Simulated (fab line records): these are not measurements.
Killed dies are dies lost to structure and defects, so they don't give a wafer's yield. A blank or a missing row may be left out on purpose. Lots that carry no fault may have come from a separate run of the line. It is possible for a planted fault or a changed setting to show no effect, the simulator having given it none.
fab line records | flow sky130
[record] lots = 5 wafers = 14 last-day = 50
route steps=708 shown LI_CONTACT@375 LOCAL_INTERCONNECT@387 PAD_OPEN@708
lots with no fault: from the same line, run without faults
start-h: the number of hours between the record's first day and the start of the first shown wafer of the lot | wait-h: how many hours have passed since the lot's step before this one | " as in the row above | L1.1+2: several wafers, shown together as one row | - no value, or no start given | * or withheld: withheld | < > ~ a bound
route shown NAME@n: names a module that has steps shown in the file, with the first one's number in the route | usual: the fault-free wafers' mean and standard deviation | same: alike in all rows | chamber/n: place in a boat | sites: readings site by site | _std_site: their standard deviation | _edge_site: outer sites' mean less inner sites' | radius-mm: how far each site lies from the wafer's centre | mask NAME#n: copy n | behind: the tool/chamber that last shaped the wafer | hold: cause of the lot's hold/its duration in hours/its outcome | device: names the non-switching transistor (n, p or np) | end of line: the route-end tests of the same wafers | a step with no rows: only its recipe | killed: not the wafer's yield, but the dies lost to structure and defects at the first sort | map: a wafer's dies, marking killed ones x, the rest . and places with no die _
set.NAME: the setting the step ran with; set.NAME@STEP: the setting that earlier step ran with | model.NAME: the simulator's own value behind a step, which no gauge read
lots seen at some steps along the route; tables by step, rows by wafer
services: a tool's chamber out of use, with start hour (start-h, from the record's first day; less than 0 if before it), hours out, and reason
[[steps]]
[step SKY_LI_CONTACT_OVL_MEAS_13]
[usual] LI_CONTACT_OVL = -4/6.7
// columns lot.wafer tool chamber start-h wait-h LI_CONTACT_OVL[nm]
L901.1 overlay-02 - 673.72 0.1 -4
L901.3 " - " " -1
L901.5 " - " " -2
L904.3 overlay-01 - 706.78 0.1 3
L904.4 " - " " 2
L904.5 " - " " -1
L913.2 overlay-01 - 791.97 0.1 -9
L913.4 " - " " -10
L919.1 overlay-01 - 826.52 0.1 -6
L919.4 " - " " 0
L919.5 " - " " -9
L922.1 overlay-02 - 850.92 0.1 6
L922.4 " - " " 4
L922.6 " - " " 0
[step SKY_LI_CONTACT_ETCH_14]
[recipe] chemistry = N2/H2 target = BARC ion-energy-ev = 200 source-w = 500 bias-w = 100 pressure-mtorr = 30 n2-flow-sccm = 100 h2-flow-sccm = 200 stop-on = SiO2 time-s = 45.9 target-depth-a = 600
[usual] drypump-motor-current-A = 6.0/0.42 oes-product-au = 0.855/0.0047 rf-fwd-power-W = 495.1/2.3 throttle-valve-pct = 13.225/0.0093
[same] time-s = 45.9
// columns lot.wafer tool chamber start-h wait-h drypump-motor-current-A oes-product-au rf-fwd-power-W rf-hours-counter-h throttle-valve-pct
L901.1 rie-diel-01 0 673.75 0.0 6.1 0.854 496.0 1 13.232
L901.3 " 2 " " 6.2 0.847 494.1 3 13.225
L901.5 " 0 " " 6.1 0.861 495.6 - 13.210
L904.3 rie-diel-03 0 706.80 0.0 6.6 0.854 496.8 2 13.228
L904.4 " 2 " " 5.6 0.863 496.8 10 13.215
L904.5 " 1 " " 6.6 0.849 495.5 - 13.237
L913.2 rie-diel-01 1 792.00 0.0 6.4 0.852 490.4 0 13.202
L913.4 " 2 " " 6.2 0.863 496.7 5 13.215
L919.1 rie-diel-01 3 826.55 0.0 6.7 0.858 492.9 2 13.233
L919.4 " 0 " " 6.1 0.858 495.3 4 13.215
L919.5 " 0 " " 6.1 0.860 495.5 - 13.235
L922.1 rie-diel-01 1 850.95 0.0 6.4 0.861 492.7 2 13.226
L922.4 " 3 " " 6.7 0.848 495.1 3 13.220
L922.6 " 3 " " 6.6 0.859 497.4 - 13.225
[step SKY_LI_CONTACT_ETCH_15]
[recipe] target = PSG chemistry = C4F8/O2/Ar stop-on = Si taper-deg = 4.15 mask-material = KrF-thick source-w = 1500 bias-w = 1200 pressure-mtorr = 40 c4f8-flow-sccm = withheld O2_flow_sccm = 6 Ar_flow_sccm = 300 time-s = withheld target-depth-a = 6000
[usual] oes-product-au = 0.837/0.0046 rf-fwd-power-W = 1492/5.6
// columns lot.wafer tool chamber start-h wait-h oes-product-au rf-fwd-power-W
L901.1 rie-diel-01 0 673.79 0.0 0.824 1490
L901.3 " 2 " " 0.834 1489
L901.5 " 0 " " 0.841 1496
L904.3 rie-diel-03 0 706.84 0.0 0.844 1495
L904.4 " 2 " " 0.836 1491
L904.5 " 1 " " 0.834 1487
L913.2 rie-diel-01 1 792.05 0.0 0.828 1493
L913.4 " 2 " " 0.836 1493
L919.1 rie-diel-01 3 826.60 0.0 0.838 1493
L919.4 " 0 " " 0.835 1494
L919.5 " 0 " " 0.838 1499
L922.1 rie-diel-01 1 851.00 0.0 0.840 1480
L922.4 " 3 " " 0.839 1499
L922.6 " 3 " " 0.838 1494
[step SKY_LI_CONTACT_STRIP_16]
[recipe] chemistry = O2/N2 power-w = 1400 pressure-mtorr = 1500 platen-temp-c = withheld o2-flow-sccm = 3000 n2-flow-sccm = 300 overash-fraction = 0.5
[usual] drypump-motor-current-A = 6.1/0.43 oes-product-au = 0.376/0.0049 strip-time-to-endpoint-s = 3.49/0.035
// columns lot.wafer tool chamber start-h wait-h drypump-motor-current-A oes-product-au rf-hours-counter-h strip-time-to-endpoint-s
L901.1 plasma-asher-02 1 673.88 - 6.2 0.382 86 3.50
L901.3 " 0 " " 5.9 0.381 - 3.54
L901.5 " 0 " " 5.9 0.387 - 3.52
L904.3 plasma-asher-03 0 706.96 - 6.0 0.376 - 3.53
L904.4 " 1 " " 6.7 0.379 - 3.53
L904.5 " 0 " " 6.0 0.375 - 3.54
L913.2 plasma-asher-02 1 792.13 - 6.2 0.374 98 3.47
L913.4 " 0 " " 5.9 0.372 - 3.46
L919.1 plasma-asher-04 1 826.68 - 5.5 0.376 8 3.48
L919.4 " 1 " " 5.5 0.378 - 3.48
L919.5 " 0 " " 5.3 0.376 - 3.45
L922.1 plasma-asher-02 0 851.08 - 5.9 0.368 104 3.52
L922.4 " 1 " " 6.2 0.371 - 3.49
L922.6 " 1 " " 6.2 0.374 - 3.46
[step SKY_LI_CONTACT_CLEAN_17]
[recipe] chemistry = NMP time-s = 600 temp-c = 60 dry = n2-spin
[step SKY_LI_CONTACT_PRE_CLEAN_18]
[recipe] gas = Ar time-s = 5.6 bias-v = 358
[step SKY_LI_CONTACT_SPUTTER_19]
[recipe] material = Ti target-thk-nm = 20 chamber-pressure-pa = 5 power-w = 2500 substrate-temp-c = 200 time-s = 106.37
[usual] throttle-valve-pct = 30.3/0.79
[same] time-s = 106.37
// columns lot.wafer tool chamber start-h wait-h throttle-valve-pct
L901.1 pvd-sputter-01 - 674.19 0.0 29.0
L901.3 " - " " 29.9
L901.5 " - " " 30.0
L904.3 pvd-sputter-04 - 707.23 0.0 32.0
L904.4 " - " " 29.6
L904.5 " - " " 31.5
L913.2 pvd-sputter-03 - 792.43 0.0 30.5
L913.4 " - " " 30.0
L919.1 pvd-sputter-04 - 826.98 0.0 29.6
L919.4 " - " " 29.3
L919.5 " - " " 31.8
L922.1 pvd-sputter-04 - 851.55 0.0 31.1
L922.4 " - " " 31.7
L922.6 " - " " 29.2
[step SKY_LI_CONTACT_SPUTTER_20]
[recipe] material = TiN target-thk-nm = 20 chamber-pressure-pa = 5 power-w = 4000 time-s = 80
[usual] throttle-valve-pct = 30.3/0.79
[same] time-s = 80
// columns lot.wafer tool chamber start-h wait-h throttle-valve-pct
L901.1 pvd-sputter-01 - 674.27 0.0 29.3
L901.3 " - " " 30.1
L901.5 " - " " 30.1
L904.3 pvd-sputter-04 - 707.30 0.0 31.8
L904.4 " - " " 29.4
L904.5 " - " " 31.7
L913.2 pvd-sputter-03 - 792.50 0.0 30.6
L913.4 " - " " 30.3
L919.1 pvd-sputter-04 - 827.05 0.0 29.5
L919.4 " - " " 29.5
L919.5 " - " " 31.8
L922.1 pvd-sputter-04 - 851.63 0.0 31.2
L922.4 " - " " 31.9
L922.6 " - " " 29.2
[step SKY_LI_CONTACT_CVD_21]
[recipe] material = W target-thk-nm = 400 time-s = 120.56 temp-c = 400 pressure-torr = 40
[step SKY_LI_CONTACT_RS_MEAS_22]
[recipe] thk-meas-gauge = four-point-probe reads = W_of_LI_CONTACT_CVD_21+TiN_of_LI_CONTACT_SPUTTER_20+Ti_of_LI_CONTACT_SPUTTER_19
[usual] LI_CONTACT_W_RS = 0.283/0.005
// columns lot.wafer tool chamber start-h wait-h LI_CONTACT_W_RS[ohm/sq]
L901.1 film-metro-03 - 674.45 0.1 0.289
L901.3 " - " " 0.293
L901.5 " - " " 0.290
L904.3 film-metro-04 - 707.53 0.1 0.288
L904.4 " - " " 0.290
L904.5 " - " " 0.285
L913.2 film-metro-04 - 792.71 0.1 0.282
L913.4 " - " " 0.275
L919.1 film-metro-04 - 827.24 0.1 0.288
L919.4 " - " " 0.285
L919.5 " - " " 0.290
L922.1 film-metro-04 - 851.81 0.1 0.289
L922.4 " - " " 0.288
L922.6 " - " " 0.291
[step SKY_LI_CONTACT_THK_MEAS_23]
[recipe] thk-meas-gauge = xrf reads = W_of_LI_CONTACT_CVD_21
[usual] LI_CONTACT_W_THK = 398/7.7
// columns lot.wafer tool chamber start-h wait-h LI_CONTACT_W_THK[nm]
L901.1 film-metro-03 - 674.57 0.1 389
L901.3 " - " " 385
L901.5 " - " " 385
L904.3 film-metro-04 - 707.63 0.1 390
L904.4 " - " " 389
L904.5 " - " " 397
L913.2 film-metro-04 - 792.82 0.1 404
L913.4 " - " " 414
L919.1 film-metro-04 - 827.36 0.1 390
L919.4 " - " " 396
L919.5 " - " " 391
L922.1 film-metro-04 - 851.93 0.1 394
L922.4 " - " " 397
L922.6 " - " " 392
[step SKY_LI_CONTACT_CMP_24]
[recipe] stop-on = PSG t-overpolish-s = 20 down-force-psi = 3.5 platen-rpm = 60 target-thk-nm = 0 pad-velocity-m-s = 0.94248
[step SKY_LOCAL_INTERCONNECT_SPUTTER_00]
[recipe] material = TiN target-thk-nm = 100 temp-c = 300 power-w = 6500 time-s = 83.3 chamber-pressure-pa = 0.4
[usual] throttle-valve-pct = 30.1/0.83
// columns lot.wafer tool chamber start-h wait-h throttle-valve-pct model.TiN_of_LOCAL_INTERCONNECT_SPUTTER_00.thk-nm
L901.1 pvd-sputter-02 - 674.93 0.1 29.8 99.87
L901.3 " - " " 29.5 100.1
L901.5 " - " " 29.8 99.75
L904.3 pvd-sputter-04 - 707.97 0.2 29.5 99.41
L904.4 " - " " 31.0 100.4
L904.5 " - " " 31.2 99.69
L913.2 pvd-sputter-04 - 793.17 0.1 29.6 83.86
L913.4 " - " " 32.0 82.57
L919.1 pvd-sputter-02 - 827.72 0.2 29.3 101
L919.4 " - " " 30.1 101.2
L919.5 " - " " 29.5 101.1
L922.1 pvd-sputter-01 - 852.29 0.2 30.2 100.1
L922.4 " - " " 29.3 100.1
L922.6 " - " " 30.5 99.42
[step SKY_LOCAL_INTERCONNECT_RS_MEAS_01]
[recipe] thk-meas-gauge = four-point-probe reads = TiN_of_LOCAL_INTERCONNECT_SPUTTER_00
[usual] LOCAL_INTERCONNECT_TIN_RS = 14.16/0.14
// columns lot.wafer tool chamber start-h wait-h LOCAL_INTERCONNECT_TIN_RS[ohm/sq]
L901.1 film-metro-01 - 675.00 0.0 14.15
L901.3 " - " " 14.05
L901.5 " - " " 14.18
L904.3 film-metro-04 - 708.07 0.1 14.22
L904.4 " - " " 14.10
L904.5 " - " " 14.18
L913.2 film-metro-01 - 793.25 0.1 17.00
L913.4 " - " " 17.24
L919.1 film-metro-02 - 827.78 0.0 13.97
L919.4 " - " " 13.97
L919.5 " - " " 13.99
L922.1 film-metro-02 - 852.36 0.0 14.15
L922.4 " - " " 14.13
L922.6 " - " " 14.21
[step SKY_LOCAL_INTERCONNECT_THK_MEAS_02]
[recipe] thk-meas-gauge = xrf reads = TiN_of_LOCAL_INTERCONNECT_SPUTTER_00
[usual] LOCAL_INTERCONNECT_TIN_THK = 102.3/1
// columns lot.wafer tool chamber start-h wait-h LOCAL_INTERCONNECT_TIN_THK[nm]
L901.1 film-metro-01 - 675.12 0.1 102.2
L901.3 " - " " 102.7
L901.5 " - " " 102.0
L904.3 film-metro-04 - 708.17 0.1 102.2
L904.4 " - " " 103.7
L904.5 " - " " 102.7
L913.2 film-metro-01 - 793.36 0.1 86.9
L913.4 " - " " 85.0
L919.1 film-metro-02 - 827.90 0.1 103.1
L919.4 " - " " 103.4
L919.5 " - " " 103.1
L922.1 film-metro-02 - 852.48 0.1 102.2
L922.4 " - " " 101.8
L922.6 " - " " 101.5
[step SKY_LOCAL_INTERCONNECT_DEHYDRATE_03]
[recipe] temp-c = 200 time-s = 60
[step SKY_LOCAL_INTERCONNECT_HMDS_04]
[recipe] prime-time-s = 60 prime-temp-c = 120
[step SKY_LOCAL_INTERCONNECT_COAT_05]
[recipe] resist = BARC temp-c = withheld time-s = withheld spin-rpm = 3000 resist-thk-nm = 60
[step SKY_LOCAL_INTERCONNECT_COAT_06]
[recipe] resist = KrF-thick spin-rpm = 3000 resist-thk-nm = 450
[step SKY_LOCAL_INTERCONNECT_SOFTBAKE_07]
[recipe] temp-c = 100 time-s = 90 resist = KrF-thick
[step SKY_LOCAL_INTERCONNECT_EXPOSE_08]
[recipe] mask-id = LI1M na = 0.8 source-shape = annular sigma-inner = 0.55 sigma-outer = 0.85 target-cd-nm = 170 dose-mj = 28
[step SKY_LOCAL_INTERCONNECT_PEB_09]
[recipe] peb-temp-c = withheld peb-time-s = withheld resist = KrF-thick
[step SKY_LOCAL_INTERCONNECT_DEVELOP_10]
[recipe] develop-time-s = 60 resist = KrF-thick dev-temp-c = 21
[step SKY_LOCAL_INTERCONNECT_CD_MEAS_11]
[recipe] target-cd-nm = 170
[usual] cd-nm = 170.2/1.5
// columns lot.wafer tool chamber start-h wait-h cd-nm
L901.1 cd-sem-02 - 703.00 - 169.2
L901.3 " - " " 170.0
L901.5 " - " " 169.6
L904.3 cd-sem-02 - 735.65 - 170.3
L904.4 " - " " 170.9
L904.5 " - " " 169.7
L913.2 cd-sem-02 - 819.98 - 169.7
L913.4 " - " " 170.7
L919.1 cd-sem-02 - 854.04 - 170.1
L919.4 " - " " 169.8
L919.5 " - " " 171.2
L922.1 cd-sem-02 - 877.86 - 169.5
L922.4 " - " " 169.8
L922.6 " - " " 170.0
[step SKY_LOCAL_INTERCONNECT_OVL_MEAS_12]
[usual] LOCAL_INTERCONNECT_OVL = 1/6
// columns lot.wafer tool chamber start-h wait-h LOCAL_INTERCONNECT_OVL[nm]
L901.1 overlay-02 - 703.12 0.1 1
L901.3 " - " " 6
L901.5 " - " " 7
L904.3 overlay-02 - 735.74 0.1 3
L904.4 " - " " -10
L904.5 " - " " 1
L913.2 overlay-01 - 820.09 0.1 -5
L913.4 " - " " -3
L919.1 overlay-02 - 854.16 0.1 1
L919.4 " - " " 5
L919.5 " - " " 4
L922.1 overlay-02 - 877.98 0.1 8
L922.4 " - " " -9
L922.6 " - " " -6
[step SKY_LOCAL_INTERCONNECT_ETCH_13]
[recipe] chemistry = N2/H2 target = BARC ion-energy-ev = 200 bias-w = 100 pressure-mtorr = 30 n2-flow-sccm = 100 h2-flow-sccm = 200 icp-w = 500 stop-on = SiO2 time-s = 45.9 target-depth-a = 600
[step SKY_LOCAL_INTERCONNECT_METAL_ETCH_14]
[recipe] target-depth-nm = 110 stop-on = PSG chemistry = Cl2/BCl3 target = TiN resist-sidewall-deg = 88 pressure-mtorr = 10 icp-w = 900 bias-w = 48.5 Cl2_flow_sccm = 60 bcl3-flow-sccm = 30 time-s = 31.4
[usual] drypump-motor-current-A = 5.6/0.4 oes-product-au = 0.940/0.0067 rf-fwd-power-W = 891/3.8 throttle-valve-pct = 21.902/0.0092
[same] time-s = 31.4
// columns lot.wafer tool chamber start-h wait-h drypump-motor-current-A oes-product-au rf-fwd-power-W rf-hours-counter-h throttle-valve-pct
L901.1 rie-metal-01 1 703.22 0.0 5.5 0.942 885 1 21.908
L901.3 " 0 " " 5.7 0.945 894 - 21.899
L901.5 " 1 " " 5.5 0.932 887 - 21.903
L904.3 rie-metal-04 1 735.85 0.0 5.2 0.940 891 - 21.899
L904.4 " 0 " " 6.1 0.944 892 - 21.895
L904.5 " 1 " " 5.2 0.941 887 - 21.905
L913.2 rie-metal-01 1 820.18 0.0 5.4 0.858 887 6 21.971
L913.4 " 0 " " 5.7 0.849 896 - 21.976
L919.1 rie-metal-03 0 854.32 0.1 6.2 0.941 893 14 21.898
L919.4 " 0 " " 6.2 0.949 893 - 21.901
L919.5 " 0 " " 6.2 0.941 891 - 21.892
L922.1 rie-metal-01 1 878.08 0.0 5.4 0.946 887 9 21.898
L922.4 " 0 " " 5.6 0.937 896 - 21.906
L922.6 " 0 " " 5.6 0.932 892 - 21.896
[step SKY_LOCAL_INTERCONNECT_STRIP_15]
[recipe] chemistry = O2/N2 power-w = 1400 pressure-mtorr = 1500 platen-temp-c = withheld o2-flow-sccm = 3000 n2-flow-sccm = 300 overash-fraction = 0.5
[step SKY_LOCAL_INTERCONNECT_STRIP_16]
[recipe] chemistry = post-etch-residue-remover time-s = 1200 temp-c = 72.5
[usual] bath-heat-duty-pct = 13.7/1.4
[same] time-s = 1200
// columns lot.wafer tool chamber start-h wait-h bath-heat-duty-pct model.TiN_of_LOCAL_INTERCONNECT_SPUTTER_00.thk-nm
L901.1 wet-bench-04 3 703.37 0.1 15.7 99.45
L901.3 " 3 " " 15.2 99.7
L901.5 " 3 " " 15.9 99.33
L904.3 wet-bench-04 1 735.98 0.0 12.8 98.99
L904.4 " 1 " " 11.6 99.99
L904.5 " 1 " " 12.0 99.27
L913.2 wet-bench-04 2 820.33 0.1 15.2 83.43
L913.4 " 2 " " 14.7 82.14
L919.1 wet-bench-04 1 854.52 0.1 11.6 100.5
L919.4 " 1 " " 13.0 100.8
L919.5 " 1 " " 12.1 100.7
L922.1 wet-bench-02 2 878.23 0.1 15.2 99.65
L922.4 " 2 " " 15.0 99.66
L922.6 " 2 " " 14.7 98.99
[step SKY_LOCAL_INTERCONNECT_CLEAN_17]
[recipe] chemistry = IPA time-s = 180 temp-c = 25
[step SKY_PAD_OPEN_PROBE_99]
[usual] killed_at_M0_to_M3 = 45/7.3 killed_at_M4_up = 3.1/1.7 killed-at-contacts = 25/5.1 killed-at-front-end = 15/4.5 killed-at-other = 0.3/0.56 killed-dies = 88/9.4 killed-open = 47/6.6 killed-short = 40/6.9
[same] gross-dies = 492 killed-at-back-side = 0
// columns lot.wafer tool chamber start-h wait-h killed_at_M0_to_M3 killed_at_M4_up killed-at-contacts killed-at-front-end killed-at-other killed-dies killed-open killed-short model.etest.res-li.line-ohm-um model.etest.res-li.rs-ohm-sq model.etest.mcon-chain.rc-ohm
L901.1 prober-01 - 1072.61 0.1 33 2 20 8 1 64 33 30 76.72 12.82 17.17
L901.3 prober-01 - 1072.71 0.2 42 2 28 16 0 88 45 43 74.77 12.73 16.88
L901.5 prober-01 - 1072.81 0.2 41 0 33 25 1 100 42 57 76.42 12.74 16.4
L904.3 prober-02 - 1095.12 0.2 36 1 21 18 0 76 39 37 75.61 12.89 16.95
L904.4 prober-02 - 1095.17 0.2 52 1 29 8 0 90 56 34 74.13 12.83 16.19
L904.5 prober-02 - 1095.22 0.2 49 3 26 10 0 88 43 45 74.92 12.76 17.1
L913.2 prober-01 - 1157.90 0.1 43 2 17 23 0 85 43 42 90.09 15.16 18.27
L913.4 prober-01 - 1158.00 0.2 47 2 23 17 0 89 57 32 91.06 15.42 17.72
L919.1 prober-02 - 1181.17 0.1 40 5 25 18 0 88 49 39 74.07 12.7 15.84
L919.4 prober-02 - 1181.32 0.2 41 4 20 8 1 74 44 30 74.45 12.57 16.62
L919.5 prober-02 - 1181.37 0.2 53 1 25 9 0 88 44 43 73.8 12.63 16.5
L922.1 prober-01 - 1196.66 0.1 42 3 25 11 1 82 42 40 75.84 12.8 17.36
L922.4 prober-01 - 1196.81 0.2 40 2 25 13 0 80 45 34 76.23 12.79 17.21
L922.6 prober-01 - 1196.91 0.2 46 3 26 12 2 89 41 47 76.27 12.91 17.93
// killed by level:class
L901.1 CONTACT:geometric-particle:open=8 VIA1:geometric-particle:open=6 VIA2:geometric-particle:open=6 LI_CONTACT:geometric-particle:open=5 METAL1:geometric-particle:short=4 FIELD_ISO:geometric-particle:short=3 POLY_GATE:geometric-particle:short=3 VIA3:geometric-particle:open=3
L901.3 CONTACT:geometric-particle:open=9 LI_CONTACT:geometric-particle:open=8 VIA1:geometric-particle:open=8 METAL2:geometric-particle:short=8 POLY_GATE:geometric-particle:short=7 CONTACT:geometric-particle:short=6 VIA3:geometric-particle:open=5 VIA1:geometric-particle:short=5
L901.5 CONTACT:geometric-particle:short=9 VIA1:geometric-particle:open=9 POLY_GATE:geometric-particle:short=8 METAL1:geometric-particle:short=8 CONTACT:geometric-particle:open=7 VIA3:geometric-particle:open=6 LI_CONTACT:geometric-particle:open=6 METAL2:geometric-particle:short=6
L904.3 VIA3:geometric-particle:open=9 CONTACT:geometric-particle:open=8 FIELD_ISO:geometric-particle:short=7 METAL2:geometric-particle:short=6 LI_CONTACT:geometric-particle:open=5 CONTACT:geometric-particle:short=5 METAL1:geometric-particle:short=4 POLY_GATE:geometric-particle:short=3
L904.4 CONTACT:geometric-particle:open=12 VIA3:geometric-particle:open=12 VIA2:geometric-particle:open=8 LI_CONTACT:geometric-particle:open=7 VIA1:geometric-particle:short=7 VIA1:geometric-particle:open=6 METAL2:geometric-particle:short=5 CONTACT:geometric-particle:short=5
L904.5 CONTACT:geometric-particle:open=11 VIA1:geometric-particle:open=11 METAL2:geometric-particle:short=9 CONTACT:geometric-particle:short=7 VIA3:geometric-particle:open=7 VIA1:geometric-particle:short=6 VIA3:geometric-particle:short=6 FIELD_ISO:geometric-particle:short=4
L913.2 VIA1:geometric-particle:open=10 VIA1:geometric-particle:short=6 LI_CONTACT:geometric-particle:open=6 FIELD_ISO:geometric-particle:open=5 METAL3:geometric-particle:short=5 POLY_GATE:geometric-particle:open=4 POLY_GATE:geometric-particle:short=4 SPACER:geometric-particle:short=4
L913.4 VIA1:geometric-particle:open=11 CONTACT:geometric-particle:open=10 VIA3:geometric-particle:open=10 VIA1:geometric-particle:short=6 VIA2:geometric-particle:open=6 LI_CONTACT:geometric-particle:open=5 FIELD_ISO:geometric-particle:short=4 LI_CONTACT:geometric-particle:short=4
L919.1 VIA1:geometric-particle:open=11 LI_CONTACT:geometric-particle:open=9 CONTACT:geometric-particle:open=9 VIA3:geometric-particle:open=8 FIELD_ISO:geometric-particle:short=6 FIELD_ISO:geometric-particle:open=5 METAL1:geometric-particle:short=5 METAL4:geometric-particle:short=5
L919.4 VIA1:geometric-particle:open=13 VIA2:geometric-particle:open=7 LI_CONTACT:geometric-particle:open=6 METAL1:geometric-particle:short=6 CONTACT:geometric-particle:short=5 CONTACT:geometric-particle:open=5 FIELD_ISO:geometric-particle:open=4 METAL2:geometric-particle:short=3
L919.5 VIA1:geometric-particle:open=13 METAL2:geometric-particle:short=9 VIA3:geometric-particle:open=9 CONTACT:geometric-particle:open=8 CONTACT:geometric-particle:short=5 METAL3:geometric-particle:short=5 METAL1:geometric-particle:short=5 POLY_GATE:geometric-particle:open=4
L922.1 LI_CONTACT:geometric-particle:open=10 VIA1:geometric-particle:open=9 METAL1:geometric-particle:short=8 CONTACT:geometric-particle:open=7 VIA2:geometric-particle:short=5 CONTACT:geometric-particle:short=4 VIA1:geometric-particle:short=3 VIA3:geometric-particle:open=3
L922.4 CONTACT:geometric-particle:open=12 VIA2:geometric-particle:open=9 LI_CONTACT:geometric-particle:open=9 METAL2:geometric-particle:short=6 POLY_GATE:geometric-particle:open=4 POLY_GATE:geometric-particle:short=4 VIA1:geometric-particle:short=4 METAL1:geometric-particle:short=4
L922.6 VIA1:geometric-particle:open=12 CONTACT:geometric-particle:open=11 METAL2:geometric-particle:short=9 METAL1:geometric-particle:short=5 VIA3:geometric-particle:open=5 FIELD_ISO:geometric-particle:short=4 LI_CONTACT:geometric-particle:open=4 LOCAL_INTERCONNECT:geometric-particle:short=4
[[services]]
// columns tool chamber start-h hours kind
pvd-sputter-01 - 653.00 2.2 repair
plasma-asher-04 - 683.06 0.6 repair
pvd-sputter-02 - 697.27 2.5 repair
rie-metal-01 1 707.16 12.7 repair
plasma-asher-03 - 710.13 1.7 repair
rie-diel-03 0 710.86 8.3 repair
rie-metal-04 - 719.40 0.3 repair
rie-diel-01 - 725.29 28.1 pm
plasma-asher-04 - 725.56 2.1 repair
pvd-sputter-02 - 727.09 9.4 repair
rie-diel-01 - 753.39 14.6 pm
rie-diel-01 2 772.59 9.4 repair
rie-diel-01 - 773.07 4.3 pm
rie-metal-01 0 780.36 27.9 repair
pvd-sputter-02 - 782.44 1.5 repair
pvd-sputter-01 - 802.57 3.0 repair
plasma-asher-02 - 823.26 0.6 repair
pvd-sputter-02 - 828.23 4.8 repair
pvd-sputter-01 - 829.93 3.7 repair
pvd-sputter-02 - 836.78 1.7 repair
pvd-sputter-02 - 838.46 6.8 repair
rie-diel-01 3 852.59 22.6 repair
rie-diel-03 2 868.47 3.2 repair
plasma-asher-02 - 872.13 4.0 repair
[[key]]
[first-sign] step = SKY_LOCAL_INTERCONNECT_RS_MEAS_01 reading = LOCAL_INTERCONNECT_TIN_RS direction = up sigmas = 22 usual = 14.16 struck = 17.12
[effect] step = SKY_LOCAL_INTERCONNECT_THK_MEAS_02 reading = LOCAL_INTERCONNECT_TIN_THK direction = down sigmas = 16 usual = 102.3 struck = 86.0
[effect] step = SKY_LOCAL_INTERCONNECT_METAL_ETCH_14 reading = oes-product-au direction = down sigmas = 13 usual = 0.940 struck = 0.854
[model-effect] step = SKY_LOCAL_INTERCONNECT_SPUTTER_00 value = TiN_of_LOCAL_INTERCONNECT_SPUTTER_00.thk-nm without = 97.6 struck = 83.21
[model-effect] step = SKY_LOCAL_INTERCONNECT_STRIP_16 value = TiN_of_LOCAL_INTERCONNECT_SPUTTER_00.thk-nm without = 97.17 struck = 82.79
[model-effect] step = SKY_PAD_OPEN_PROBE_99 value = etest.res-li.line-ohm-um without = 77.24 struck = 90.58
met-at SKY_LOCAL_INTERCONNECT_SPUTTER_00
struck-wafers L913.2,L913.4
tester-left-out L913
onset-between 707.97 793.17
also-fits SKY_LI_CONTACT_SPUTTER_19:pvd-sputter-03,SKY_LI_CONTACT_SPUTTER_20:pvd-sputter-03
[fault] kind = process-parameter-drift tool = pvd-sputter-04 chamber = - onset-h = 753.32 steps = SKY_LOCAL_INTERCONNECT_SPUTTER_00 channel = time-s offset = * shape = step end-h = 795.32 scope = struck-wafers-only acts-in = * stated = *
// tester-left-out: of these lots the tester's yield and bins aren't shown, on N5 and GAA mostly nor the transistor test; their killed dies are dies lost to structure and defects alone, not to doping, threshold or leakage, so they don't give the yield
